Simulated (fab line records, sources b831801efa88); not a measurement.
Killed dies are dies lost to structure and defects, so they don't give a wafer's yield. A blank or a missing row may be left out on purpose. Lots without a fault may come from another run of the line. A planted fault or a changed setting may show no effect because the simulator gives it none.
Chamber matching | flow sky130 | SKY_CONTACT_CMP_04 on cmp-01: 4 sister chambers
The step polishes SiO2. 4 wafers are shown with their chamber, then 8 later ones without.

WAFERS WITH THEIR CHAMBER
wafer  | chamber | motor_current_A (A)
L087.1 | 2       | 12.5
L087.2 | 3       | 10.8
L087.3 | 0       | 10.8
L087.4 | 1       | 13.5

WAFERS WITHOUT THEIR CHAMBER
wafer  | motor_current_A (A)
L087.5 | 10.8
L087.6 | 11.4
L088.1 | 11.0
L088.2 | 12.6
L088.3 | 12.1
L088.4 | 10.4
L088.5 | 10.6
L088.6 | 12.5

WHICH CHAMBER EACH WENT THROUGH
wafer  | from the rows above          | in truth
L087.5 | can't be placed: 0 or 3      | 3
L087.6 | can't be placed: 0 or 3 or 2 | 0
L088.1 | can't be placed: 0 or 3      | 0
L088.2 | 2                            | 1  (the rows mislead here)
L088.3 | 2                            | 2
L088.4 | can't be placed: 0 or 3      | 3
L088.5 | can't be placed: 0 or 3      | 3
L088.6 | 2                            | 2
Placed correctly: 2 of 8. Can't be placed from these rows: 5 (the true chamber is among the candidates in 5). Placed wrongly: 1.
How it was worked out, from the rows above alone: a wafer's distance from a chamber is the root of the sum, over the readings, of the square of ((its reading less the chamber's mean) divided by the reading's scatter). The wafer belongs to the nearest chamber; if the next one is less than 2 further off, it can't be placed. A chamber's mean is the mean of its shown wafers. The scatter: with one shown wafer a chamber, the root of the mean of the squares of how far each hidden wafer lies from its nearest shown one.
